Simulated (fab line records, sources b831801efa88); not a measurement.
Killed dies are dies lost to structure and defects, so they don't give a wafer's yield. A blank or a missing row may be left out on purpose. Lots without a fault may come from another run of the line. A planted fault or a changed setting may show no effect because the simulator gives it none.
One fault seen from 2 desks | flow sky130 | each desk has only its own numbers; what lay behind them comes last

THE TOOL OWNER'S DESK: furnace-01
The tool's own readings at SKY_GATE_OXIDE_OXIDATION_01 (stabilise 600 s, purge 300 s, target thk 10.268 nm): means of the sampled wafers that have a number, for each lot that ran on this tool. A lot is out of limits, marked OUT, if its mean lies more than 4 standard deviations from the usual mean; the brackets give that distance. Of its 9 readings 7 are shown: the one that was out of limits first, and those that lie furthest out on some lot.
Columns: A = spike_tc_bottom_C at SKY_GATE_OXIDE_OXIDATION_01, usual 919 C; B = spike_tc_centre_C at SKY_GATE_OXIDE_OXIDATION_01, usual 899.7 C; C = spike_tc_lower_C at SKY_GATE_OXIDE_OXIDATION_01, usual 901.4 C; D = spike_tc_top_C at SKY_GATE_OXIDE_OXIDATION_01, usual 913 C; E = spike_tc_upper_C at SKY_GATE_OXIDE_OXIDATION_01, usual 899.3 C; F = tube_center_temp_C at SKY_GATE_OXIDE_OXIDATION_01, usual 900.01 C; G = tube_center_temp_C_max at SKY_GATE_OXIDE_OXIDATION_01, usual 902.3
lot  | first seen here | A              | B               | C               | D              | E               | F                        | G
L481 | day 16 00:20    | 895 (-7.4) OUT | 879.2 (-19) OUT | 881.5 (-18) OUT | 890 (-7.8) OUT | 878.8 (-20) OUT | 880.16 (-99 or more) OUT | 882.8 (-49) OUT
L482 | day 16 11:18    | 895 (-7.6) OUT | 880.0 (-18) OUT | 882.0 (-18) OUT | 889 (-7.9) OUT | 878.3 (-21) OUT | 880.15 (-99 or more) OUT | 882.1 (-50) OUT
L489 | day 19 00:14    | 915            | 899.5           | 900.8           | 908            | 898.3           | 899.97                   | 902.6
L493 | day 20 07:59    | 915            | 900.0           | 899.9           | 909            | 898.3           | 899.98                   | 901.9
This desk's finding: out of limits on L481, L482; first on L481, day 16 00:20 (spike_tc_bottom_C at SKY_GATE_OXIDE_OXIDATION_01). In limits: L489, L493.

THE METROLOGY DESK
What the gauges read, lot by lot, whatever tool the lot ran on: means of the sampled wafers that have a number. A lot is out of limits, marked OUT, if its mean lies more than 4 standard deviations from the usual mean; the brackets give that distance.
Columns: A = GATE_OXIDE_OXIDATION_00_THK at SKY_GATE_OXIDE_THK_MEAS_02, usual 10.33 nm; B = cd_nm at SKY_LOCAL_INTERCONNECT_CD_MEAS_11, usual 170.1 nm
lot  | first seen here | A              | B
L471 | day 12 19:52    | 10.15          | 171.6
L474 | day 13 22:14    | 10.28          | 170.7
L479 | day 15 10:09    | 10.47          | 172.4
L481 | day 16 01:46    | 8.24 (-10) OUT | 168.8
L482 | day 16 12:43    | 8.25 (-10) OUT | 170.8
L483 | day 17 04:47    | 10.43          | 166.9
L489 | day 19 01:39    | 9.90           | 170.6
L490 | day 19 13:29    | 10.18          | 168.6
L492 | day 20 04:04    | 10.24          | 171.1
L493 | day 20 09:23    | 10.11          | 169.4
L494 | day 20 17:01    | 10.49          | 172.2
This desk's finding: out of limits on L481, L482; first on L481, day 16 01:46 (GATE_OXIDE_OXIDATION_00_THK at SKY_GATE_OXIDE_THK_MEAS_02). In limits: L471, L474, L479, L483, L489, L490, L492, L493, L494.

PUT TOGETHER
The tool owner's desk could have raised an alarm at day 16 00:20, on L481, L482.
The metrology desk could have raised an alarm at day 16 01:46, on L481, L482.
Of the lots named, all ran SKY_GATE_OXIDE_OXIDATION_01 on furnace-01.

WHAT THE SIMULATOR HAD PUT IN
Process parameter drift: furnace-01, from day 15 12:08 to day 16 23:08, at SKY_GATE_OXIDE_OXIDATION_01. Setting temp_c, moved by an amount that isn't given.
Lots struck among those shown: L481, L482.
Hours from the fault's start to each desk's first reading out of limits: the tool owner's desk, 12; the metrology desk, 14.
